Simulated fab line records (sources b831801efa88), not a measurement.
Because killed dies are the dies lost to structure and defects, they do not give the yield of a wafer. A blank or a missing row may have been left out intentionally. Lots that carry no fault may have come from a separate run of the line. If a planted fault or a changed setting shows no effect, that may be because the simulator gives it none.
2 desks, one fault    flow gf180mcu    each desk has only its own numbers; what lay behind them comes last

## AT THE METROLOGY DESK
What the gauges read, lot by lot, whatever tool the lot ran on: means of the sampled wafers that have a number. If a lot's mean is further than 4 standard deviations from the usual mean, the lot is out of limits and carries the mark OUT (the distance appears in the brackets).
Columns: A = LVPWELL_TW at GF_LVPWELL_TW_MEAS_11, usual 558; B = MVSD_OVL at GF_MVSD_OVL_MEAS_07, usual -0.2 nm; C = VT_IMPLANT_03_OVL at GF_VT_IMPLANT_OVL_MEAS_40, usual -0.1 nm
lot   first seen here  A    B     C
L433  day 3 21:20      556  -0.5  -0.3
L434  day 4 03:26      553  -0.4  -0.8
L435  day 4 06:19      555  -2.3  2.3
L436  day 4 12:29      557  -0.2  -0.4
L437  day 4 19:14      564  1.4   -0.5
L438  day 5 00:56      561  1.3   -0.3
L440  day 5 12:10      554  -0.3  -0.2
L442  day 5 22:14      553  -0.5  1.4
L446  day 6 22:14      562  -1.3  -155.1 (-99 or more) OUT
L447  day 7 02:41      560  -0.4  -156.5 (-99 or more) OUT
L449  day 7 15:37      556  1.4   0.3
L453  day 8 13:34      567  -1.1  -0.3
L454  day 8 17:29      564  0.9   -0.5
Finding of this desk: L446, L447 out of limits, first seen on L446 at day 11 06:17 (VT_IMPLANT_03_OVL at GF_VT_IMPLANT_OVL_MEAS_40). Within limits: L433, L434, L435, L436, L437, L438, L440, L442, L449, L453, L454.

## DESK OF THE TOOL OWNER: iline-stepper-01
The tool's own readings at GF_VT_IMPLANT_EXPOSE_37 (exposes mask Nwell HV AREA, target cd 860 nm): means of the sampled wafers that have a number, for each lot that ran on this tool. If a lot's mean is further than 4 standard deviations from the usual mean, the lot is out of limits and carries the mark OUT (the distance appears in the brackets).
Columns: A = exposure-dose-mJ-cm2 at GF_VT_IMPLANT_EXPOSE_37, usual 139.98; B = stage-vel-mm-s at GF_VT_IMPLANT_EXPOSE_37, usual 500.05 mm/s
lot   first seen here  A       B
L433  day 7 05:07      140.09  500.14
L436  day 7 22:35      140.06  500.04
L437  day 8 06:53      140.07  500.11
L446  day 10 21:23     140.04  499.80
L447  day 10 23:47     139.93  500.27
Result from this desk: across the 5 lots, nothing is out of limits.

## PUT TOGETHER
At day 11 06:17 the metrology desk could have sounded an alarm, on L446, L447.
The desk of the tool owner found nothing out of limits.
The tool owner's desk has L446, L447 on record, within its limits.
On iline-stepper-01, each named lot ran GF_VT_IMPLANT_EXPOSE_37.

## WHAT WAS PUT IN BY THE SIMULATOR
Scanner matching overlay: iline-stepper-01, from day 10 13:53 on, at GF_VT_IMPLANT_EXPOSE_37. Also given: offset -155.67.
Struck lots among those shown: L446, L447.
Hours from the fault's start to each desk's first reading out of limits: the metrology desk, 16.
